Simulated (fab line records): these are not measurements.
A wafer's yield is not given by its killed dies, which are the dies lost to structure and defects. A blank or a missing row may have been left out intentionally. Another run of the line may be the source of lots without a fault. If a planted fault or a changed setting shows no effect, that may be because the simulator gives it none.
2 desks, one fault + flow gf180mcu + each desk has only its own numbers; what lay behind them comes last

## DESK OF THE TOOL OWNER: litho track-01
Per lot that ran on this tool, the mean of the sampled wafers carrying a number, from the tool's own readings at GF_V4_SOFTBAKE_10 (time 60 s). A lot is out of limits, marked OUT, if its mean lies more than 4 standard deviations from the usual mean; the brackets give that distance.
Columns: A = plate temp C at GF_V4_SOFTBAKE_10, usual 129.98 C; B = run length s at GF_V4_SOFTBAKE_10, usual 89.18 s
| lot  | first seen here | A      | B               |
|------|-----------------|--------|-----------------|
| L565 | day 26 20:00    | 129.74 | 89.20           |
| L574 | day 30 09:00    | 129.99 | 98.99 (+82) OUT |
| L579 | day 31 10:00    | 130.02 | 99.02 (+82) OUT |
This desk's verdict: out of limits on L574, L579, starting with L574 at day 30 09:00 (run length s at GF_V4_SOFTBAKE_10). L565: within limits.

## METROLOGY DESK
Means of the sampled wafers that have a number, per lot and without regard to the tool the lot ran on: this is what the gauges read. A lot is out of limits, marked OUT, if its mean lies more than 4 standard deviations from the usual mean; the brackets give that distance.
Columns: A = V4_CVD_00_THK at GF_V4_THK_MEAS_01, usual 600 nm; B = V4_CVD_02_THK at GF_V4_THK_MEAS_03, usual 850 nm; C = V4_BOW at GF_V4_BOW_MEAS_05, usual 136 um; D = cd nm at GF_V4_CD_MEAS_14, usual 259.2 nm; E = V4_OVL at GF_V4_OVL_MEAS_15, usual -2 nm
| lot  | first seen here | A   | B   | C   | D     | E  |
|------|-----------------|-----|-----|-----|-------|----|
| L557 | day 23 15:51    | 598 | 836 | 144 | 261.2 | -0 |
| L558 | day 24 06:05    | 587 | 846 | 133 | 259.0 | -5 |
| L562 | day 25 08:52    | 591 | 849 | 130 | 258.8 | 1  |
| L565 | day 26 09:46    | 599 | 856 | 139 | 259.1 | -3 |
| L574 | day 29 23:50    | 598 | 849 | 143 | 260.0 | -1 |
| L579 | day 31 01:07    | 603 | 845 | 141 | 262.2 | -3 |
This desk found nothing out of limits on any of the 6 lots.

## BROUGHT TOGETHER
On L574, L579, at day 30 09:00, an alarm was possible from the tool owner's desk.
The metrology desk saw nothing out of limits.
The metrology desk holds a record of L574, L579, inside its limits.
The lots listed all ran GF_V4_SOFTBAKE_10 on litho track-01.

## WHAT THE SIMULATOR HAD PUT IN
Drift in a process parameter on litho track-01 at GF_V4_SOFTBAKE_10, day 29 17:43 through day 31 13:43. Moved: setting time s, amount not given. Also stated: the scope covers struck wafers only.
Lots struck among those shown: L574, L579.
Hours from the fault's start to each desk's first reading out of limits: the tool owner's desk, 15.
